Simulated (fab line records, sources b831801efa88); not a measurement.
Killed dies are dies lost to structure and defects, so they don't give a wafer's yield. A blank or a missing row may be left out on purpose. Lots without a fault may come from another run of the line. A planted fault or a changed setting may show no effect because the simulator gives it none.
A struck lot beside a sound one | flow sky130 | 29 steps out of a route of 708
Sound: wafers L275.4, L275.5, L275.6. Struck: wafers L289.1, L289.2, L289.3. The cause comes at the end.
At each step with rows: each side's tool, then ch and its chambers, then its first start. Under that, the readings that differ: sound wafers | struck wafers | difference of the means | sigmas: that difference in standard deviations of wafers without a fault.
alike: readings whose means differ by less than 2 such deviations, and words and numbers that are the same on both sides. not compared: withheld readings, readings that some wafer has no value for, bounds like >300 that may hide the same value, and numbers for which the record gives no deviation and whose values overlap.
The two part at a step that has a row with sigmas, a row that says differs or no value, or rows on one side only. Numbers that don't overlap but have no deviation are shown without sigmas and don't part them. A reading that every wafer of one side lacks parts them only if that side has two wafers or more.

SKY_PWDE_STRIP_09: strips in O2/N2.
  sound on plasma_asher-01 ch 0,1, day 4 04:56; struck on plasma_asher-01 ch 0,1, day 7 12:38
  alike: drypump_motor_current_A, o2_flow_sccm, oes_product_au, strip_time_to_endpoint_s
  not compared: rf_hours_counter_h
SKY_PWDE_TW_MEAS_10:
  sound on film_metro-01, day 4 05:02; struck on film_metro-02, day 7 12:44
  reading | sound       | struck      | difference | sigmas
  PWDE_TW | 381 378 381 | 371 372 371 | -9         | -2
then, 7 steps without rows for these wafers: SKY_NWELL_DEHYDRATE_03 (time 60 s); SKY_NWELL_HMDS_04 (prime time 60 s); SKY_NWELL_COAT_05 (resist thk 3000 nm); SKY_NWELL_SOFTBAKE_06; SKY_NWELL_EXPOSE_07 (exposes mask NWM, target cd 840 nm); SKY_NWELL_PEB_08; SKY_NWELL_DEVELOP_09 (develop time 60 s).
SKY_NWELL_OVL_MEAS_10:
  sound on overlay-02, day 4 21:44; struck on overlay-02, day 8 08:39
  alike: NWELL_00_OVL
then, 2 steps without rows for these wafers: SKY_NWELL_IMPLANT_11; SKY_NWELL_IMPLANT_12.
SKY_NWELL_IMPLANT_13:
  sound on implanter-03 ch 0, day 4 22:08; struck on implanter-04, day 8 08:59
  no value came back on the struck wafers for beam_energy_keV, beam_on_s (s), dose_ions_cm2; on the sound wafers beam_energy_keV reads 49.994 49.985 50.005
SKY_NWELL_STRIP_14: strips in O2/N2.
  sound on plasma_asher-03 ch 0,1, day 4 22:14; struck on plasma_asher-04 ch 0,1, day 8 09:08
  alike: drypump_motor_current_A, o2_flow_sccm, oes_product_au, strip_time_to_endpoint_s
  not compared: rf_hours_counter_h
SKY_NWELL_TW_MEAS_15:
  sound on film_metro-03, day 4 22:20; struck on film_metro-01, day 8 09:14
  alike: NWELL_TW
then, 7 steps without rows for these wafers: SKY_NWELL_DEHYDRATE_16 (time 60 s); SKY_NWELL_HMDS_17 (prime time 60 s); SKY_NWELL_COAT_18 (resist thk 3000 nm); SKY_NWELL_SOFTBAKE_19; SKY_NWELL_EXPOSE_20 (exposes mask NWM COMPLEMENT, target cd 840 nm); SKY_NWELL_PEB_21; SKY_NWELL_DEVELOP_22 (develop time 60 s).
SKY_NWELL_OVL_MEAS_23:
  sound on overlay-02, day 5 16:19; struck on overlay-02, day 9 05:28
  alike: NWELL_01_OVL
then, 1 step without rows for these wafers: SKY_NWELL_IMPLANT_24.
SKY_NWELL_STRIP_25: strips in O2/N2.
  sound on plasma_asher-03 ch 0,1, day 5 16:31; struck on plasma_asher-04 ch 0,1, day 9 05:39
  alike: drypump_motor_current_A, o2_flow_sccm, oes_product_au, strip_time_to_endpoint_s
  not compared: rf_hours_counter_h
SKY_NWELL_TW_MEAS_26:
  sound on film_metro-01, day 5 16:37; struck on film_metro-02, day 9 05:45
  reading    | sound       | struck      | difference | sigmas
  NWELL_2_TW | 507 509 509 | 497 494 496 | -13        | -3
then, 1 step without rows for these wafers: SKY_NWELL_CLEAN_27 (cleans in SC1/SC2, time 150 s).
SKY_NWELL_RTA_28: time 30 s.
  sound on rtp_anneal-01 ch 0, day 5 16:45; struck on rtp_anneal-02 ch 0, day 9 05:52
  alike: lamp_power_pct, wafer_temp_C_max
SKY_NWELL_RS_MEAS_29: measures by four-point-probe.
  sound on film_metro-02, day 5 16:52; struck on film_metro-02, day 9 05:58
  reading           | sound             | struck            | difference | sigmas
  NWELL_RS (ohm/sq) | 626.8 625.6 625.2 | 650.2 654.0 652.2 | +26.3      | +18

WHERE THEY PART
First at SKY_PWDE_TW_MEAS_10; last, within this record, at SKY_NWELL_RS_MEAS_29.

WHY: what the simulator had put in
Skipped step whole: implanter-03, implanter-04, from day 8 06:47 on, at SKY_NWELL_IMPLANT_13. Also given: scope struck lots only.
